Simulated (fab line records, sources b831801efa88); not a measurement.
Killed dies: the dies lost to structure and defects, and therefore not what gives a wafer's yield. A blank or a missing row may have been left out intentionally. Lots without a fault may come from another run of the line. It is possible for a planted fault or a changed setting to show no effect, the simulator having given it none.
Problem report, 8D (eight disciplines) form, completed by code | flow sfq line | the parts of the form that need people (team, actions taken, sign-off) are left out

1. THE ISSUE
M0_NB_RS at SFQ_M0_RS_MEAS_904 reads a mean of 1.612 ohm/sq on 6 wafers of 2 lots; wafers without a fault read 0.887 ohm/sq with a standard deviation of 0.011. Measured from the usual mean, that is +66 standard deviations.
The step: measures by four-point-probe.
The first sign was on wafer L973.1 at day 8 02:47, on film metro-03. At this step, 42 wafers from 14 lots have a number in the record. The rule behind "out" and "out of limits": a value lying over 4 standard deviations away from the usual mean. The rest of the wafers with a number are treated as sound.

2. WHAT THIS IS AND IS NOT
question                    | is                           | is not
which readings at this step | M0_NB_RS                     | -
which lots                  | L973, L974                   | L961, L962, L963, L964, L966, L969, L970, L979, L980, L981, L982, L984
which wafers of those lots  | all that have a number       | -
read on which gauges        | film metro-03, film metro-04 | film metro-01
when                        | from day 8 02:47             | up to then (21 sound wafers); but 15 sound wafers of L979, L980, L981, L982, L984 came after

3. WHAT RULES OUT EACH SUSPECT
Counting: a tool stays on the suspect list if, at a process step up to the reading, it processed all lots that are out and no sound lot following the first of them.
- the gauge at SFQ_M0_RS_MEAS_904: ruled out. Those wafers that are out were read across 2 gauges (film metro-03, film metro-04).
- pvd sputter-05 at SFQ_TRILAYER_M0_DEP_SPUTTER_019 (material Nb, target thk 200 nm, time 133.3 s): kept. Every lot that is out went through it, starting with L973 (day 8 02:42), and after that it ran no sound lot; the last sound lot it ran before then is L970 (day 7 12:18).
After counting, what remains is pvd sputter-05 at SFQ_TRILAYER_M0_DEP_SPUTTER_019.

4. THE CAUSE (what the simulator had put in)
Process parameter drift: pvd sputter-05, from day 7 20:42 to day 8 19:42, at SFQ_TRILAYER_M0_DEP_SPUTTER_019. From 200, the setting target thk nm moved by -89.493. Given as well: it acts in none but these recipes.
After counting, this tool was the only one left.

5. THE EFFECT CHAIN, in route order
Each row: a reading where the mean over the struck wafers with a number is more than 3 standard deviations away from the usual. Only readings whose record carries a usual standard deviation are examined. hours: median over the lots of the time between each lot's start at the first step of this table that gives one and its start at this step. sigmas: the change, counted in usual standard deviations.
hours | step                                | reading        | usual        | on struck wafers | change | sigmas
0     | SFQ_M0_RS_MEAS_904                  | M0_NB_RS       | 0.887 ohm/sq | 1.612            | +0.725 | +66
67    | SFQ_TRILAYER_M0_ETCH_METAL_ETCH_024 | oes product au | 0.895 a.u.   | 0.663            | -0.232 | -29
The process steps in it:
- SFQ_TRILAYER_M0_ETCH_METAL_ETCH_024: etches Nb in Cl2/Ar, stops on SiO2, target depth 240 nm, time 120 s.

6. WHAT WOULD HAVE CAUGHT IT SOONER
The first out-of-limits reading at a measuring or inspecting step in this record came at day 8 02:47, 6 hours after the fault's start at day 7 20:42.
No tool reading at SFQ_TRILAYER_M0_DEP_SPUTTER_019 that has a usual standard deviation in the record was out on any struck wafer, so an alarm limit of 4 standard deviations on those readings would not have fired.
Lots out: 2; of these, L974 started SFQ_TRILAYER_M0_DEP_SPUTTER_019 on pvd sputter-05 after day 8 02:47. Had the tool been put on hold then, it would have been spared.
